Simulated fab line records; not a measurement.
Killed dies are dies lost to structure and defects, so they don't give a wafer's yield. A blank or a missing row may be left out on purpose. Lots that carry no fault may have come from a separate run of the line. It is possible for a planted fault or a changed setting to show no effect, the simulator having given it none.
Code-filled problem report in 8D (eight disciplines) form	flow gf180mcu	the parts of the form that need people (team, actions taken, sign-off) are left out

1. THE PROBLEM
Across 6 wafers from 2 lots, NSD_RS at GF_PSD_RS_MEAS_14 averages 44.80 ohm/sq, while fault-free wafers read 46.14 ohm/sq with a standard deviation of 0.093. Measured from the usual mean, that is -14 standard deviations.
The step: measures by four-point-probe.
First seen on wafer L171.1, day 18 16:30, on film-metro-04. Wafers with a number at this step in the record: 39, from 13 lots. By rule, "out" or "out of limits" means more than 4 standard deviations away from the usual mean. The other wafers with a number count as sound.

2. WHAT THIS IS AND IS NOT
question	is	is not
which readings at this step	NSD_RS	-
which lots	L171, L172	L159, L160, L161, L164, L165, L175, L176, L177, L178, L180, L182
which wafers of those lots	all that have a number	-
read on which gauges	film-metro-04	film-metro-01, film-metro-03
when	from day 18 16:30	up to then (15 sound wafers); but 18 sound wafers of L175, L176, L177, L178, L180, L182 came after

3. THE SUSPECTS, EACH WITH WHAT RULES IT OUT
Counting: a tool at any process step up to the reading remains a suspect when it ran all the lots that are out and ran no sound lot after the first of those.
- the gauge at GF_PSD_RS_MEAS_14 is ruled out. All the wafers that are out were read on film-metro-04, but those of them that GF_PSD_RTA_13 has rows for are out there too, on other tools.
- rtp-anneal-02 at GF_PSD_RTA_13 (time 20 s): kept. Every lot that is out went through it, starting with L171 (day 18 16:25), and after that it ran no sound lot; the last sound lot it ran before then is L164 (day 16 03:49). On those wafers its own readings are out: run-length-s.
After counting, what remains is rtp-anneal-02 at GF_PSD_RTA_13.

4. THE CAUSE (what the simulator had put in)
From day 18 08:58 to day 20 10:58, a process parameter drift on rtp-anneal-02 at GF_PSD_RTA_13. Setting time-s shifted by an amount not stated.
Only this tool survived the counting.

5. THE CHAIN OF EFFECTS, in route order
Each row: a reading whose mean over the struck wafers that have a number lies more than 3 standard deviations from the usual. Only readings for which the record gives a usual standard deviation are gone through. hours: the time from each lot's start at the first step in this table that gives one to its start at this step, as a median over the lots. sigmas: the change in usual standard deviations.
hours	step	reading	usual	on struck wafers	change	sigmas
0	GF_PSD_RTA_13	run-length-s	49.0 s	54.8	+5.8	+7.2
0	GF_PSD_RS_MEAS_14	NSD_RS	46.14 ohm/sq	44.80	-1.34	-14
0	GF_PSD_RS_MEAS_15	PSD_RS	108.56 ohm/sq	105.60	-2.96	-11
Process steps it contains:
- GF_PSD_RTA_13: time 20 s.

6. WHAT WOULD HAVE CAUGHT IT SOONER
The first out-of-limits reading at a measuring or inspecting step in this record came at day 18 16:30, 8 hours after the fault's start at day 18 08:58.
Tool's own readings at GF_PSD_RTA_13, run-length-s: out on all struck wafers the step has rows for; an alarm limit on them would have tripped on the first.
L172, from the lots that are out (2), started GF_PSD_RTA_13 on rtp-anneal-02 later than day 18 16:30. A tool hold placed at that time would have kept it from harm.
